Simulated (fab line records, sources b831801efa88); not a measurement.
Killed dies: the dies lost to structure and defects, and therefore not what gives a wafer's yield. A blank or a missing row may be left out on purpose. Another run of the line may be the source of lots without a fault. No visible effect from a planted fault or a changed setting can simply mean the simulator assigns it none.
Matching of chambers :: flow gf180mcu :: GF_V3_CMP_26 on cmp-01: 4 sister chambers
The step polishes, stops on SiO2, t overpolish 15 s, target thk 0 nm. 8 wafers are shown with their chamber, then 7 later ones without.

== WAFERS WITH THEIR CHAMBER ==
wafer: L304.6
chamber: 0
motor-current-A (A): 10.7
time-to-endpoint-s (s): 80

wafer: L307.1
chamber: 2
motor-current-A (A): 10.8
time-to-endpoint-s (s): 85

wafer: L307.5
chamber: 1
motor-current-A (A): 9.5
time-to-endpoint-s (s): 91

wafer: L307.6
chamber: 0
motor-current-A (A): 10.3
time-to-endpoint-s (s): 84

wafer: L306.1
chamber: 2
motor-current-A (A): 10.7
time-to-endpoint-s (s): 84

wafer: L306.5
chamber: 3
motor-current-A (A): 11.5
time-to-endpoint-s (s): 86

wafer: L308.2
chamber: 3
motor-current-A (A): 12.3
time-to-endpoint-s (s): 87

wafer: L308.3
chamber: 1
motor-current-A (A): 9.6
time-to-endpoint-s (s): 92

== WAFERS WHOSE CHAMBER IS MISSING ==
wafer: L308.4
motor-current-A (A): 11.2
time-to-endpoint-s (s): 85

wafer: L314.3
motor-current-A (A): 11.5
time-to-endpoint-s (s): 81

wafer: L314.4
motor-current-A (A): 10.5
time-to-endpoint-s (s): 77

wafer: L314.5
motor-current-A (A): 10.7
time-to-endpoint-s (s): 79

wafer: L323.3
motor-current-A (A): 12.0
time-to-endpoint-s (s): 85

wafer: L323.4
motor-current-A (A): 9.3
time-to-endpoint-s (s): 95

wafer: L323.6
motor-current-A (A): 10.5
time-to-endpoint-s (s): 84

== WHICH CHAMBER EACH WENT THROUGH ==
wafer: L308.4
from the rows above: can't be placed: 2 or 3 or 0
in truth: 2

wafer: L314.3
from the rows above: can't be placed: 0 or 2 or 3
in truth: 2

wafer: L314.4
from the rows above: can't be placed: 0 or 2
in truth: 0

wafer: L314.5
from the rows above: can't be placed: 0 or 2
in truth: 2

wafer: L323.3
from the rows above: 3
in truth: 3

wafer: L323.4
from the rows above: 1
in truth: 1

wafer: L323.6
from the rows above: can't be placed: 2 or 0
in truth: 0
Correctly placed: 2 of 7. Can't be placed from these rows: 5 (the true chamber is among the candidates in 5). Placed wrongly: 0.
How it was worked out, from the rows above alone: a wafer's distance from a chamber is the root of the sum, over the readings, of the square of ((its reading less the chamber's mean) divided by the reading's scatter). If the next closest chamber is less than 2 further off than the closest, the wafer can't be placed; otherwise it belongs to the closest. The mean given for a chamber averages the wafers shown for that chamber. How the scatter is found: for the shown wafers, subtract from each reading the mean of its chamber, square and add these, divide the total by (wafers less chambers), then take the root.
